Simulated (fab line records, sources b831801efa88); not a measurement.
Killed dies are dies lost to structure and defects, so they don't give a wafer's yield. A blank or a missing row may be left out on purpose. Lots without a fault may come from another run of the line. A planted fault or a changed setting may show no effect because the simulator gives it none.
A struck lot beside a sound one | flow sky130 | 31 steps out of a route of 708
Sound: wafers L617.2, L617.4, L617.6. Struck: wafer L622.5. (L622.2, L622.4 of the same lot were not struck and are left out.) The cause comes at the end.
At each step with rows: each side's tool, then ch and its chambers, then its first start. Under that, the readings that differ: sound wafers | struck wafers | difference of the means | sigmas: that difference in standard deviations of wafers without a fault.
alike: readings whose means differ by less than 2 such deviations, and words and numbers that are the same on both sides. not compared: withheld readings, readings that some wafer has no value for, bounds like >300 that may hide the same value, and numbers for which the record gives no deviation and whose values overlap.
The two part at a step that has a row with sigmas, a row that says differs or no value, or rows on one side only. Numbers that don't overlap but have no deviation are shown without sigmas and don't part them. A reading that every wafer of one side lacks parts them only if that side has two wafers or more.

first, 10 steps without rows for these wafers: SKY_SD_P_IMPLANT_09; SKY_SD_P_STRIP_10 (strips in O2/N2); SKY_RES_XHIGH_DEHYDRATE_00 (time 60 s); SKY_RES_XHIGH_HMDS_01 (prime time 60 s); SKY_RES_XHIGH_COAT_02 (resist thk 1140 nm); SKY_RES_XHIGH_SOFTBAKE_03 (time 60 s); SKY_RES_XHIGH_EXPOSE_04 (exposes mask URPM, target cd 1270 nm); SKY_RES_XHIGH_PEB_05; SKY_RES_XHIGH_DEVELOP_06 (develop time 60 s); SKY_RES_XHIGH_IMPLANT_07.
SKY_RES_XHIGH_STRIP_08: strips in O2/N2.
  sound on plasma_asher-01 ch 0, day 30 05:11; struck on plasma_asher-02 ch 0, day 32 05:01
  alike: chamber_pressure_mTorr, drypump_motor_current_A, n2_flow_sccm, oes_product_au, strip_time_to_endpoint_s
  not compared: rf_hours_counter_h
then, 19 steps without rows for these wafers: SKY_SD_N_DEHYDRATE_00 (time 60 s); SKY_SD_N_HMDS_01 (prime time 60 s); SKY_SD_N_COAT_02 (resist thk 1140 nm); SKY_SD_N_SOFTBAKE_03 (time 60 s); SKY_SD_N_EXPOSE_04 (exposes mask NSDM, target cd 380 nm); SKY_SD_N_PEB_05; SKY_SD_N_DEVELOP_06 (develop time 60 s); SKY_SD_N_IMPLANT_09; SKY_SD_N_IMPLANT_10; SKY_SD_N_STRIP_11 (strips in O2/N2); SKY_SD_N_CLEAN_13 (cleans in SC1/SC2, time 150 s); SKY_SD_N_RTA_14 (time 2 s); SKY_SALICIDE_CLEAN_00 (cleans in HF-last, time 30 s); SKY_LI_CONTACT_HDPCVD_00 (deposits PSG, target thk 930 nm, time 155 s); SKY_LI_CONTACT_CMP_02 (polishes PSG); SKY_LI_CONTACT_DEHYDRATE_04 (time 60 s); SKY_LI_CONTACT_HMDS_05 (prime time 60 s); SKY_LI_CONTACT_COAT_06 (resist thk 60 nm); SKY_LI_CONTACT_COAT_07 (resist thk 450 nm).
-- the record jumps here: 17 days lie between the struck wafers' starts before and after (it left off in module LI_CONTACT and takes up again in module PAD_OPEN, whose first step shown is number 708 of the route) --
SKY_PAD_OPEN_PROBE_99:
  sound on prober-01, day 48 09:51; struck on prober-02, day 49 16:19
  reading         | sound     | struck | difference | sigmas
  killed_at_other | 0 0 0     | 69     | +69        | +99 or more
  killed_dies     | 85 88 108 | 152    | +58        | +6
  alike: killed_at_M0_to_M3, killed_at_M4_up, killed_at_contacts, killed_at_front_end, killed_open, killed_short

WHERE THEY PART
Only at SKY_PAD_OPEN_PROBE_99, within this record.

WHY: what the simulator had put in
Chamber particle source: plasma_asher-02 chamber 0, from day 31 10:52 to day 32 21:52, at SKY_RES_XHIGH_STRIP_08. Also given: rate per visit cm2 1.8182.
